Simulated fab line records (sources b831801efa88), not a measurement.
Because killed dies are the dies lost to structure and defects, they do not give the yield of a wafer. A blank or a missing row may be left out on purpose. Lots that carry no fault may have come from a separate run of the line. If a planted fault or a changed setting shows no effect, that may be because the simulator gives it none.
One fault seen from 2 desks | flow gf180mcu | every desk sees just its own numbers, and what lay behind them comes last

== FROM THE METROLOGY DESK ==
What the gauges read, lot by lot, whatever tool the lot ran on: means of the sampled wafers that have a number. Any lot whose mean is over 4 standard deviations away from the usual mean is out of limits and marked OUT; that distance is given in the brackets.
Columns: A = MIM_ALCU_RS at GF_MIM_RS_MEAS_10, usual 0.1612 ohm/sq
lot  | first seen here | A
L173 | day 24 09:17    | 0.1602
L175 | day 25 03:06    | 0.1587
L180 | day 26 22:05    | 0.1617
L179 | day 27 01:22    | 0.1621
L181 | day 27 09:13    | 0.1604
L185 | day 28 09:16    | 0.1619
L186 | day 28 21:45    | 0.1616
L187 | day 29 01:43    | 0.1609
L189 | day 29 16:31    | 0.1594
L191 | day 30 02:23    | 0.1634
L192 | day 30 07:06    | 0.1615
L194 | day 31 00:44    | 0.1618
L195 | day 31 04:32    | 0.1596
L196 | day 31 07:46    | 0.1645
Finding of this desk: none of the 14 lots has anything out of limits.

== THE TOOL OWNER'S DESK: lithoTrack-03 ==
The tool's own readings at GF_LVPWELL_DEVELOP_06 (develop time 60 s): means of the sampled wafers that have a number, for each lot that ran on this tool. Any lot whose mean is over 4 standard deviations away from the usual mean is out of limits and marked OUT; that distance is given in the brackets.
Columns: A = chillPlateTempC at GF_LVPWELL_DEVELOP_06, usual 23.00 C; B = developerTempC at GF_LVPWELL_DEVELOP_06, usual 23.03 C
lot  | first seen here | A     | B
L175 | day 4 07:00     | 22.96 | 23.07
L179 | day 5 10:00     | 23.14 | 21.92 (-9.3) OUT
L180 | day 5 12:00     | 22.93 | 22.02 (-8.4) OUT
L181 | day 5 19:00     | 22.99 | 22.12 (-7.6) OUT
L194 | day 8 23:00     | 22.98 | 23.04
L195 | day 9 02:00     | 23.05 | 22.89
L196 | day 9 08:00     | 23.00 | 22.97
This desk finds L179, L180, L181 out of limits, L179 being first, at day 5 10:00 (developerTempC at GF_LVPWELL_DEVELOP_06). In limits: L175, L194, L195, L196.

== ALL TOGETHER ==
On L179, L180, L181, at day 5 10:00, an alarm was possible from the tool owner's desk.
At the metrology desk, nothing out of limits was observed.
The metrology desk holds a record of L179, L180, L181, inside its limits.
The lots listed all ran GF_LVPWELL_DEVELOP_06 on lithoTrack-03.

== WHAT HAD BEEN PUT IN BY THE SIMULATOR ==
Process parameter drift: lithoTrack-03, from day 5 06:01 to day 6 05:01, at GF_LVPWELL_DEVELOP_06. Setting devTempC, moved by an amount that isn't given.
Shown lots that were struck: L179, L180, L181.
Time in hours from fault onset to the first out-of-limits reading at each desk: the tool owner's desk, 4.
